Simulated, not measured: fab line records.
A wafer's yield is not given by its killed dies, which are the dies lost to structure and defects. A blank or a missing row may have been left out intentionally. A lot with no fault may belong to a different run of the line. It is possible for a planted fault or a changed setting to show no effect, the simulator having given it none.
fab line records | flow sfq-line
record: lots: 15 | wafers: 45 | last-day: 92
route steps=325 shown M0@29
lots that met no fault: taken from a fault-free run of the same line
start-h: hours from the record's first day to the start of the lot's first wafer shown | wait-h: time in hours since the lot's previous step | " unchanged from the row above | L1.1+2: several wafers, shown together as one row | - no value, or no start given | * or withheld: withheld | < > ~ a bound
route shown NAME@n: names a module that has steps shown in the file, with the first one's number in the route | usual: the fault-free wafers' mean and standard deviation | same: alike in all rows | chamber/n: place in a boat | sites: the reading at each site | _std_site: their standard deviation | _edge_site: outer sites' mean less inner sites' | radius-mm: for every site, how far away it sits from the centre of the wafer | mask NAME#n: copy n | behind: the tool/chamber that last shaped the wafer | hold: cause of the lot's hold/its duration in hours/its outcome | device: the n, p or np transistor that did not switch | end of line: at the end of the route, the tests of the same wafers | for a step that has no rows: nothing shown but its recipe | killed: at the first sort, the dies lost to defects and structure; wafer yield is something else | map: per-die view of a wafer (x killed, . not killed, _ where there is no die)
set.NAME: the setting that was run; set.NAME@STEP: the one run at that earlier step | model.NAME: the simulator's own value behind a step, which no gauge read
a sample of lots followed through the steps of the route, with each step as a table and each wafer as a row
services: from which hour (start-h, from the record's first day; less than 0 if before it) a tool's chamber was out of use, for how many hours, and why
== steps ==
step: SFQ_TRILAYER_M0_DEP_SPUTTER_019
recipe: material: Nb | base-pressure-pa: 1.33e-06 | chamber-pressure-pa: 0.1333 | substrate-temp-c: 20 | resputter-cathode-voltage-v: 400 | target-thk-nm: 200 | power-w: 2000 | time-s: 133.3
usual: throttle-valve-pct: 29.9/1.3
lot.wafer | tool           | chamber | start-h | wait-h | throttle-valve-pct
L220.4    | pvd-sputter-03 | -       | 157.60  | 0.0    | 29.1
L220.5    | "              | -       | "       | "      | 28.1
L220.6    | "              | -       | "       | "      | 29.7
L221.1    | pvd-sputter-03 | -       | 167.00  | 0.0    | 27.8
L221.2    | "              | -       | "       | "      | 29.6
L221.5    | "              | -       | "       | "      | 28.0
L222.1    | pvd-sputter-03 | -       | 181.40  | 0.0    | 29.6
L222.3    | "              | -       | "       | "      | 29.9
L222.4    | "              | -       | "       | "      | 30.8
L223.1    | pvd-sputter-04 | -       | 187.40  | 0.0    | 30.2
L223.2    | "              | -       | "       | "      | 27.4
L223.5    | "              | -       | "       | "      | 30.1
L224.1    | pvd-sputter-03 | -       | 197.10  | 0.0    | 30.7
L224.4    | "              | -       | "       | "      | 29.5
L224.5    | "              | -       | "       | "      | 29.5
L225.2    | pvd-sputter-05 | -       | 199.72  | 0.0    | 31.0
L225.4    | "              | -       | "       | "      | 31.2
L225.5    | "              | -       | "       | "      | 31.2
L230.2    | pvd-sputter-05 | -       | 244.81  | 0.0    | 31.3
L230.3    | "              | -       | "       | "      | 31.1
L230.5    | "              | -       | "       | "      | 31.2
L231.1    | pvd-sputter-03 | -       | 251.99  | 0.0    | 29.4
L231.3    | "              | -       | "       | "      | 30.5
L231.4    | "              | -       | "       | "      | 29.7
L232.1    | pvd-sputter-05 | -       | 260.39  | 0.0    | 28.2
L232.3    | "              | -       | "       | "      | 31.3
L232.6    | "              | -       | "       | "      | 30.8
L233.3    | pvd-sputter-05 | -       | 266.41  | 0.0    | 27.9
L233.4    | "              | -       | "       | "      | 31.5
L233.6    | "              | -       | "       | "      | 31.5
L237.1    | pvd-sputter-03 | -       | 296.17  | 0.0    | 29.8
L237.2    | "              | -       | "       | "      | 29.9
L237.5    | "              | -       | "       | "      | 29.5
L238.3    | pvd-sputter-04 | -       | 304.72  | 0.0    | 27.4
L238.4    | "              | -       | "       | "      | 30.4
L238.5    | "              | -       | "       | "      | 27.2
L240.3    | pvd-sputter-03 | -       | 319.03  | 0.0    | 29.8
L240.4    | "              | -       | "       | "      | 29.5
L240.6    | "              | -       | "       | "      | 29.3
L242.1    | pvd-sputter-03 | -       | 333.11  | 0.0    | 29.5
L242.2    | "              | -       | "       | "      | 29.5
L242.6    | "              | -       | "       | "      | 29.4
L243.1    | pvd-sputter-04 | -       | 340.32  | 0.0    | 27.5
L243.2    | "              | -       | "       | "      | 30.2
L243.6    | "              | -       | "       | "      | 29.6
step: SFQ_M0_RS_MEAS_904
recipe: thk-meas-gauge: four-point-probe | reads: Nb_of_TRILAYER_M0_DEP_SPUTTER_019
usual: M0_NB_RS: 0.889/0.0098
lot.wafer | tool          | chamber | start-h | wait-h | M0_NB_RS[ohm/sq]
L220.4    | film-metro-01 | -       | 157.75  | 0.1    | 0.896
L220.5    | "             | -       | "       | "      | 0.887
L220.6    | "             | -       | "       | "      | 0.897
L221.1    | film-metro-01 | -       | 167.09  | 0.0    | 0.881
L221.2    | "             | -       | "       | "      | 0.893
L221.5    | "             | -       | "       | "      | 0.874
L222.1    | film-metro-03 | -       | 181.49  | 0.0    | 0.901
L222.3    | "             | -       | "       | "      | 0.888
L222.4    | "             | -       | "       | "      | 0.902
L223.1    | film-metro-01 | -       | 187.49  | 0.0    | 0.877
L223.2    | "             | -       | "       | "      | 0.867
L223.5    | "             | -       | "       | "      | 0.889
L224.1    | film-metro-03 | -       | 197.19  | 0.0    | 0.894
L224.4    | "             | -       | "       | "      | 0.892
L224.5    | "             | -       | "       | "      | 0.896
L225.2    | film-metro-01 | -       | 199.83  | 0.1    | 0.879
L225.4    | "             | -       | "       | "      | 0.894
L225.5    | "             | -       | "       | "      | 0.893
L230.2    | film-metro-04 | -       | 244.92  | 0.1    | 0.895
L230.3    | "             | -       | "       | "      | 0.820
L230.5    | "             | -       | "       | "      | 0.892
L231.1    | film-metro-03 | -       | 252.08  | 0.0    | 0.906
L231.3    | "             | -       | "       | "      | 0.886
L231.4    | "             | -       | "       | "      | 0.901
L232.1    | film-metro-04 | -       | 260.48  | 0.0    | 0.888
L232.3    | "             | -       | "       | "      | 0.809
L232.6    | "             | -       | "       | "      | 0.882
L233.3    | film-metro-04 | -       | 266.54  | 0.1    | 0.802
L233.4    | "             | -       | "       | "      | 0.808
L233.6    | "             | -       | "       | "      | 0.886
L237.1    | film-metro-03 | -       | 296.26  | 0.0    | 0.902
L237.2    | "             | -       | "       | "      | 0.908
L237.5    | "             | -       | "       | "      | 0.901
L238.3    | film-metro-01 | -       | 304.85  | 0.1    | 0.884
L238.4    | "             | -       | "       | "      | 0.876
L238.5    | "             | -       | "       | "      | 0.877
L240.3    | film-metro-03 | -       | 319.16  | 0.1    | 0.898
L240.4    | "             | -       | "       | "      | 0.892
L240.6    | "             | -       | "       | "      | 0.890
L242.1    | film-metro-04 | -       | 333.20  | 0.0    | 0.900
L242.2    | "             | -       | "       | "      | 0.892
L242.6    | "             | -       | "       | "      | 0.890
L243.1    | film-metro-03 | -       | 340.42  | 0.0    | 0.887
L243.2    | "             | -       | "       | "      | 0.887
L243.6    | "             | -       | "       | "      | 0.898
step: SFQ_TRILAYER_M0_ETCH_METAL_ETCH_024
recipe: target: Nb | stop-on: SiO2 | mask-material: PR | chemistry: Cl2/Ar | target-depth-nm: 240 | icp-w: 600 | bias-w: 80 | pressure-mtorr: 10 | time-s: 120
usual: bias-w: 79.97/0.23 | drypump-motor-current-A: 5.7/0.42 | oes-product-au: 0.894/0.0065
lot.wafer | tool         | chamber | start-h | wait-h | bias-w | drypump-motor-current-A | oes-product-au | rf-hours-counter-h
L220.4    | rie-metal-03 | 0       | 262.00  | 0.1    | 80.22  | 5.9                     | 0.890          | -
L220.5    | "            | 1       | "       | "      | 79.91  | 5.2                     | 0.889          | -
L220.6    | "            | 0       | "       | "      | 80.07  | 5.9                     | 0.893          | -
L221.1    | rie-metal-02 | 0       | 267.96  | 0.0    | 80.23  | 5.5                     | 0.904          | 77
L221.2    | "            | 1       | "       | "      | 79.81  | 6.3                     | 0.894          | 105
L221.5    | "            | 1       | "       | "      | 80.06  | 6.3                     | 0.904          | -
L222.1    | rie-metal-02 | 1       | 286.09  | 0.0    | 79.89  | 6.3                     | 0.890          | 108
L222.3    | "            | 0       | "       | "      | 79.86  | 5.6                     | 0.895          | -
L222.4    | "            | 1       | "       | "      | 79.74  | 6.3                     | 0.894          | -
L223.1    | rie-metal-01 | 0       | 292.09  | 0.0    | 80.14  | 5.3                     | 0.901          | 1
L223.2    | "            | 1       | "       | "      | 79.79  | 6.0                     | 0.904          | 4
L223.5    | "            | 1       | "       | "      | 79.93  | 6.0                     | 0.893          | -
L224.1    | rie-metal-03 | 1       | 301.34  | 0.0    | 79.61  | 5.2                     | 0.896          | 41
L224.4    | "            | 0       | "       | "      | 80.36  | 5.9                     | 0.890          | -
L224.5    | "            | 0       | "       | "      | 79.92  | 5.9                     | 0.888          | -
L225.2    | rie-metal-01 | 1       | 304.94  | 0.0    | 79.96  | 6.0                     | 0.897          | 6
L225.4    | "            | 1       | "       | "      | 79.76  | 6.0                     | 0.890          | -
L225.5    | "            | 0       | "       | "      | 80.02  | 5.3                     | 0.888          | -
L230.2    | rie-metal-02 | 0       | 359.88  | 0.0    | 79.84  | 5.5                     | 0.893          | 93
L230.3    | "            | 1       | "       | "      | 80.11  | 6.3                     | 0.939          | -
L230.5    | "            | 0       | "       | "      | 79.82  | 5.5                     | 0.891          | -
L231.1    | rie-metal-01 | 1       | 367.21  | 0.0    | 79.92  | 6.0                     | 0.887          | 17
L231.3    | "            | 0       | "       | "      | 80.07  | 5.3                     | 0.889          | -
L231.4    | "            | 1       | "       | "      | 79.62  | 6.0                     | 0.895          | -
L232.1    | rie-metal-03 | 0       | 378.01  | 0.0    | 79.98  | 5.9                     | 0.893          | 70
L232.3    | "            | 1       | "       | "      | 80.20  | 5.2                     | 0.949          | -
L232.6    | "            | 1       | "       | "      | 80.11  | 5.2                     | 0.897          | -
L233.3    | rie-metal-01 | 1       | 385.25  | 0.1    | 80.05  | 6.0                     | 0.955          | -
L233.4    | "            | 0       | "       | "      | 79.63  | 5.3                     | 0.944          | -
L233.6    | "            | 1       | "       | "      | 79.89  | 6.0                     | 0.895          | -
L237.1    | rie-metal-03 | 0       | 416.41  | 0.0    | 79.78  | 5.9                     | 0.887          | 75
L237.2    | "            | 1       | "       | "      | 80.17  | 5.2                     | 0.890          | 57
L237.5    | "            | 0       | "       | "      | 79.89  | 5.9                     | 0.888          | -
L238.3    | rie-metal-02 | 1       | 424.85  | 0.1    | 79.70  | 6.3                     | 0.893          | -
L238.4    | "            | 0       | "       | "      | 80.23  | 5.5                     | 0.904          | -
L238.5    | "            | 1       | "       | "      | 79.89  | 6.3                     | 0.902          | -
L240.3    | rie-metal-02 | 1       | 445.37  | 0.1    | 79.80  | 6.3                     | 0.889          | -
L240.4    | "            | 0       | "       | "      | 80.13  | 5.5                     | 0.897          | -
L240.6    | "            | 0       | "       | "      | 80.28  | 5.6                     | 0.897          | -
L242.1    | rie-metal-01 | 0       | 470.67  | 0.0    | 80.27  | 5.3                     | 0.886          | 24
L242.2    | "            | 1       | "       | "      | 79.83  | 6.0                     | 0.889          | 31
L242.6    | "            | 1       | "       | "      | 79.70  | 6.0                     | 0.896          | -
L243.1    | rie-metal-02 | 0       | 485.19  | 0.0    | 80.13  | 5.5                     | 0.899          | 107
L243.2    | "            | 1       | "       | "      | 79.64  | 6.3                     | 0.899          | 135
L243.6    | "            | 1       | "       | "      | 79.82  | 6.3                     | 0.882          | -
== services ==
tool           | chamber | start-h | hours | kind
pvd-sputter-03 | -       | 143.00  | 3.4   | repair
rie-metal-03   | 0       | 143.24  | 1.1   | repair
rie-metal-01   | 0       | 158.80  | 15.6  | repair
rie-metal-03   | -       | 170.82  | 1.0   | repair
rie-metal-02   | 0       | 200.33  | 9.1   | repair
rie-metal-03   | 0       | 220.16  | 9.1   | repair
rie-metal-01   | 1       | 254.07  | 5.4   | repair
rie-metal-01   | 1       | 259.46  | -     | clean
rie-metal-01   | 1       | 259.46  | 13.9  | scheduled-down
rie-metal-01   | 1       | 259.46  | 13.9  | vent-cycle
pvd-sputter-05 | 2       | 267.68  | -     | consumable-replace:kit
pvd-sputter-05 | 2       | 267.68  | 18.0  | scheduled-down
rie-metal-01   | 0       | 274.40  | -     | clean
rie-metal-01   | 0       | 274.40  | 11.7  | scheduled-down
rie-metal-01   | 0       | 274.40  | 11.7  | vent-cycle
rie-metal-01   | 0       | 313.05  | 14.9  | repair
pvd-sputter-03 | -       | 348.63  | 2.7   | repair
rie-metal-02   | 1       | 399.90  | 3.4   | repair
pvd-sputter-04 | -       | 413.18  | 2.5   | repair
pvd-sputter-03 | 0       | 435.06  | -     | consumable-replace:kit
pvd-sputter-03 | 0       | 435.06  | 18.0  | scheduled-down
pvd-sputter-03 | 0       | 435.06  | 18.0  | vent-cycle
rie-metal-03   | -       | 440.95  | 0.4   | repair
rie-metal-02   | -       | 442.12  | 2.4   | repair
== key ==
first-sign: step: SFQ_M0_RS_MEAS_904 | reading: M0_NB_RS | direction: down | sigmas: 8.1 | usual: 0.889 | struck: 0.810
effect: step: SFQ_TRILAYER_M0_ETCH_METAL_ETCH_024 | reading: oes-product-au | direction: up | sigmas: 8.1 | usual: 0.894 | struck: 0.946
met-at SFQ_TRILAYER_M0_DEP_SPUTTER_019
struck-lots L230,L232,L233
struck-wafers L230.3,L232.3,L233.3,L233.4
onset-between 199.72 244.81
fault: kind: process-parameter-drift | tool: pvd-sputter-05 | chamber: - | onset-h: 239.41 | steps: SFQ_TRILAYER_M0_DEP_SPUTTER_019 | channel: time-s | offset: * | shape: step | end-h: 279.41 | scope: struck-wafers-only | acts-in: * | stated: *
